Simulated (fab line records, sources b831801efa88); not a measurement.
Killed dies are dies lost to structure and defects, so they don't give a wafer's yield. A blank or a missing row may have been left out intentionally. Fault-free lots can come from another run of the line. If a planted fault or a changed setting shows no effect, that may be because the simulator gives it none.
A lot that was struck, set against a sound lot	flow sky130	23 steps out of a route of 708
Sound: the wafers L332.2, L332.3, L332.4. Struck: wafers L341.3, L341.4, L341.5. Last of all comes the cause.
Each step with rows lists, per side, the tool, then ch with its chambers, then its first start. Under that, the readings that differ: sound wafers	struck wafers	difference of the means	sigmas: that difference in standard deviations of wafers without a fault.
alike: words and numbers the same on both sides, and readings whose means are apart by under 2 such deviations; not compared: readings that were withheld, readings missing a value for some wafer, numbers with overlapping values and no deviation given by the record, and bounds like >300 which may hide the same value.
Wherever a step has rows on one side only, a row that says differs or no value, or a row with sigmas, the two part there. When numbers do not overlap yet have no deviation, they are printed without sigmas and do not part them. Lack of a reading on every wafer of one side parts them only where that side has two or more wafers.

first, 1 step without rows for these wafers: SKY_POLY_GATE_OXIDATION_20 (stabilise 600 s, purge 300 s, target thk 4 nm).
SKY_POLY_GATE_THK_MEAS_21:
  sound: film_metro-03 at day 19 20:56; struck: film_metro-03 at day 22 17:53
  alike: POLY_GATE_OXIDATION_THK
SKY_POLY_GATE_CD_MEAS_22:
  sound: cd_sem-01 at day 19 21:01; struck: cd_sem-01 at day 22 17:58
reading	sound	struck	difference	sigmas
cd_nm (nm)	148 153 157	142 147 148	-7	-2
then, 7 steps without rows for these wafers: SKY_LDD_N_DEHYDRATE_00 (time 60 s); SKY_LDD_N_HMDS_01 (prime time 60 s); SKY_LDD_N_COAT_02 (resist thk 300 nm); SKY_LDD_N_SOFTBAKE_03 (time 60 s); SKY_LDD_N_EXPOSE_04 (exposes mask NTM, target cd 840 nm); SKY_LDD_N_PEB_05; SKY_LDD_N_DEVELOP_06 (develop time 60 s).
SKY_LDD_N_OVL_MEAS_07:
  sound: overlay-01 at day 21 03:13; struck: overlay-02 at day 23 23:14
reading	sound	struck	difference	sigmas
LDD_N_OVL (nm)	3.6 3.4 1.9	-1.3 0.0 -1.6	-3.9	-3
after that, 1 step had no rows for these wafers: SKY_LDD_N_IMPLANT_08.
SKY_LDD_N_IMPLANT_09:
  sound on implanter-04 ch 0, day 21 03:26; struck on implanter-04 ch 0, day 23 23:27
reading	sound	struck	difference	sigmas
beam_on_s (s)	9.85 9.71 9.95	11.72 11.80 12.25	+2.09	+10
dose_ions_cm2	7.512e+13 7.505e+13 7.506e+13	1.2219e+14 1.2234e+14 1.2229e+14	+4.7197e+13	+99 or more
faraday_current_uA	428 435 424	588 582 562	+148	+18
  alike: end_station_pressure_torr
then, 6 steps without rows for these wafers: SKY_LDD_N_IMPLANT_10; SKY_LDD_N_IMPLANT_11; SKY_LDD_N_IMPLANT_12; SKY_LDD_N_IMPLANT_13; SKY_LDD_N_IMPLANT_14; SKY_LDD_N_IMPLANT_15.
SKY_LDD_N_STRIP_16: strips in O2/N2.
  sound on plasma_asher-03 ch 0,1, day 21 04:27; struck on plasma_asher-03 ch 0,1, day 24 00:29
reading	sound	struck	difference	sigmas
strip_time_to_endpoint_s (s)	4.317 4.339 4.318	4.440 4.436 4.446	+0.116	+8
  alike: drypump_motor_current_A, n2_flow_sccm, oes_product_au
  not compared: rf_hours_counter_h
SKY_LDD_N_TW_MEAS_17:
  sound: film_metro-02 at day 21 04:34; struck: film_metro-01 at day 24 00:34
reading	sound	struck	difference	sigmas
LDD_N_TW	2573 2586 2588	2650 2654 2641	+66	+6
then, 1 step without rows for these wafers: SKY_LDD_P_DEHYDRATE_00 (time 60 s).
-- a jump in the record: the struck wafers' starts before and after are 26 days apart (it breaks off in module LDD_P and resumes in module PAD_OPEN, where the first step shown is number 708 of the route) --
SKY_PAD_OPEN_PROBE_99:
  sound: prober-02 at day 48 02:29; struck: prober-02 at day 49 22:53
reading	sound	struck	difference	sigmas
model.etest.tip_n.rs_ohm_sq	434.6 435.5 437.1	404.6 404.8 404.6	-31.1	
  alike: killed_at_M0_to_M3, killed_at_M4_up, killed_at_contacts, killed_at_front_end, killed_at_other, killed_dies, killed_open, killed_short

WHERE THEY PART
At SKY_POLY_GATE_CD_MEAS_22 first; at SKY_LDD_N_TW_MEAS_17 last (within this record only). Later steps at which nothing parts them and some readings are alike: SKY_PAD_OPEN_PROBE_99.

WHY: the cause the simulator had injected
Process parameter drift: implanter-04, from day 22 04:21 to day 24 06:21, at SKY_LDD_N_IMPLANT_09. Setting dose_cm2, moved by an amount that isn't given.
